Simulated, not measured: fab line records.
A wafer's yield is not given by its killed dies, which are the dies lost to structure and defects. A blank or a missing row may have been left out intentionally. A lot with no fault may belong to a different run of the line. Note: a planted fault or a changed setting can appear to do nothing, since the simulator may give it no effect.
Comparing a struck lot with a sound one -- flow sky130 -- 16 steps out of a route of 708
Sound: wafers L787.2, L787.4, L787.6. Struck: wafer L791.6 (left out: L791.1, L791.4 of the same lot, which were not struck); the cause appears at the end.
Each step with rows lists, per side, the tool, then ch with its chambers, then its first start. Under that, the readings that differ: sound wafers -- struck wafers -- difference of the means -- sigmas: that difference in standard deviations of wafers without a fault.
alike: same words and numbers on both sides, and readings whose means sit less than 2 such deviations apart. not compared: any withheld reading, any reading some wafer has no value for, any bound like >300 that may hide the same value, and any number with overlapping values for which the record gives no deviation.
Wherever a step has rows on one side only, a row that says differs or no value, or a row with sigmas, the two part there. Non-overlapping numbers with no deviation appear without sigmas and do not part them. A reading that every wafer of one side lacks parts them only if that side has two wafers or more.

first, 2 steps without rows for these wafers: SKY_METAL4_PEB_11; SKY_METAL4_DEVELOP_12 (develop time 60 s).
SKY_METAL4_CD_MEAS_13 targets a cd of 300 nm.
  struck on cd-sem-02, day 44 21:41; sound on cd-sem-02, day 43 19:52
reading,sound,struck,difference,sigmas
cd-nm (nm),299.0 298.2 298.2,302.3,+3.8,+3
SKY_METAL4_OVL_MEAS_14:
  struck on overlay-01, day 44 21:49; sound on overlay-02, day 43 19:58
  alike: METAL4_OVL
SKY_METAL4_DESCUM_15: chemistry O2, time 8 s.
  sound on rie-metal-03 ch 1, day 43 20:00; struck on rie-metal-01 ch 1, day 44 21:50
reading,sound,struck,difference,sigmas
drypump-motor-current-A (A),5.5 5.6 5.5,6.7,+1.2,+2
  alike: oes-product-au
  not compared: rf-hours-counter-h
SKY_METAL4_ETCH_16: etches BARC in N2/H2, stops on SiO2, time 88.2 s, target depth 60 nm.
  sound on rie-metal-03 ch 1, day 43 20:02; struck on rie-metal-01 ch 1, day 44 21:52
reading,sound,struck,difference,sigmas
drypump-motor-current-A (A),5.6 5.6 5.6,6.7,+1.1,+2
  alike: oes-product-au, throttle-valve-pct
  not compared: rf-hours-counter-h
SKY_METAL4_ETCH_17: etches SiO2 in C4F8/O2/Ar, stops on TiN, time 3.9 s, target depth 15 nm.
  sound on rie-diel-03 ch 3, day 43 20:08; struck on rie-diel-03 ch 2, day 44 21:58
  alike: oes-product-au
  not compared: rf-hours-counter-h
SKY_METAL4_METAL_ETCH_18: etches the open film in Cl2/BCl3, stops on SiO2, target depth 845 nm, time 183.1 s.
  sound on rie-metal-04 ch 0,1, day 43 20:09; struck on rie-metal-01 ch 1, day 44 21:59
reading,sound,struck,difference,sigmas
drypump-motor-current-A (A),5.2 5.2 5.9,6.8,+1.4,+2
  alike: oes-product-au, throttle-valve-pct
  not compared: rf-hours-counter-h
then, 4 steps without rows for these wafers: SKY_METAL4_STRIP_19 (strips in O2/N2); SKY_METAL4_STRIP_20 (strips in post etch residue remover, time 1200 s); SKY_METAL4_CLEAN_21 (cleans in IPA, time 180 s); SKY_METAL4_CLEAN_22 (cleans in O3/DIW).
SKY_VIA4_HDPCVD_00: deposits SiO2, target thk 1750 nm, time 291.7 s.
  sound on hdpcvd-02 ch 1,2, day 43 20:55; struck on hdpcvd-02 ch 0, day 44 22:49
reading,sound,struck,difference,sigmas
sih4-flow-sccm (sccm),60.20 60.15 59.83,90.09,+30.03,+99 or more
model.SiO2_of_VIA4_HDPCVD_00.thk-nm (nm),1772 1768 1752,2634,+870,
SKY_VIA4_THK_MEAS_01:
  struck on film-metro-04, day 44 23:16; sound on film-metro-02, day 43 21:07
reading,sound,struck,difference,sigmas
VIA4_HDPCVD_THK (nm),1772 1767 1752,2632,+868,+58
  not compared: hold
SKY_VIA4_CMP_02: polishes SiO2.
  sound on cmp-01 ch 0,1,3, day 43 21:13; struck on cmp-01 ch 0, day 45 01:51
reading,sound,struck,difference,sigmas
hold,- - -,await-dispo/2.5h/release,no value on the sound wafers,
  alike: head-pressure-psi, motor-current-A
-- the record jumps here: 3 days lie between the struck wafers' starts before and after (it left off in module VIA4 and takes up again in module PAD_OPEN, whose first step shown is number 708 of the route) --
SKY_PAD_OPEN_PROBE_99:
  rows exist in the record for the struck wafers here (prober-01, day 48 13:04), but not for the sound ones

## WHERE THEY PART
At SKY_METAL4_CD_MEAS_13 first; at SKY_PAD_OPEN_PROBE_99 last (within this record only).

WHY: what had been put in by the simulator
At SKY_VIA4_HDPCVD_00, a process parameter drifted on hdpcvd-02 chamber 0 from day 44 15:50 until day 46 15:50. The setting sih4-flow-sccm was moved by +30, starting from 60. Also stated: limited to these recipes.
